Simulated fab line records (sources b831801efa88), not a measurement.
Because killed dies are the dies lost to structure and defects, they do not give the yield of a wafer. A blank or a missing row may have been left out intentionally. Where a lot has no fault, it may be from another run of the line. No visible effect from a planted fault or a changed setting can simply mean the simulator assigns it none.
Which tool was responsible? | flow gf180mcu | 6 lots, 18 wafers sampled, at 3 steps of a route of 602

## WHAT THE GAUGES SHOWED, per wafer
GF_PASSIVATION_THK_MEAS_03.
lot  | measured     | on            | PASSIVATION_CVD_02_THK (nm)
L332 | day 29 07:52 | film_metro-04 | 704 703 702
L334 | day 29 16:18 | film_metro-04 | 696 712 704
L338 | day 31 03:26 | film_metro-01 | 694 708 708
L343 | day 32 06:39 | film_metro-04 | 697 716 702
L347 | day 33 00:48 | film_metro-04 | 878 881 881
L351 | day 33 21:55 | film_metro-01 | 686 708 698

## WHICH TOOL RAN EACH LOT (tool, then ch and the chambers of the sampled wafers, then the start)
lot  | GF_TOP_METAL_SPUTTER_01      | GF_PASSIVATION_CVD_02
L332 | pvd_sputter-01, day 28 10:59 | pecvd-01 ch 1,2, day 29 07:35
L334 | pvd_sputter-02, day 28 19:35 | pecvd-01 ch 0,1, day 29 16:01
L338 | pvd_sputter-02, day 30 07:53 | pecvd-01 ch 0,1,2, day 31 03:08
L343 | pvd_sputter-03, day 31 11:40 | pecvd-03 ch 0,2, day 32 06:21
L347 | pvd_sputter-01, day 32 07:33 | pecvd-01 ch 0,1, day 33 00:31
L351 | pvd_sputter-03, day 33 05:19 | pecvd-04 ch 0,1, day 33 21:29
- GF_TOP_METAL_SPUTTER_01: material TiN, target thk 30 nm, time 25 s.
- GF_PASSIVATION_CVD_02: deposits Si3N4, target thk 700 nm, time 486.18 s.

## THE ANSWER, worked out from the rows above alone
Rule: usual is defined by the lots themselves. Put in order of their means at a reading, lots are off if they are a third of the lots or fewer, leave a main group of 4 or more, and stand apart from it by a gap of 3 or more times the standard deviation of the main group's means; of several such gaps the widest counts. If all means in a main group match to the digits the tables above print for the reading, that group is not used. A lot without any number at a reading at which 4 lots or more have one is off too. The other lots that the step has rows for count as sound.
Off: L347, at GF_PASSIVATION_THK_MEAS_03 (PASSIVATION_CVD_02_THK). The main group has a mean of 703 nm with a standard deviation of 2.7.
If a tool, at a process step before that reading, ran all the lots that are off and no sound lot after the first of them, it fits. Those tools and the gauges at GF_PASSIVATION_THK_MEAS_03 are tried in the same way. Can't be told from this: 3 tools fit, pvd_sputter-01 at GF_TOP_METAL_SPUTTER_01, pecvd-01 at GF_PASSIVATION_CVD_02, film_metro-04 at GF_PASSIVATION_THK_MEAS_03.

## WHAT THE SIMULATOR PUT IN
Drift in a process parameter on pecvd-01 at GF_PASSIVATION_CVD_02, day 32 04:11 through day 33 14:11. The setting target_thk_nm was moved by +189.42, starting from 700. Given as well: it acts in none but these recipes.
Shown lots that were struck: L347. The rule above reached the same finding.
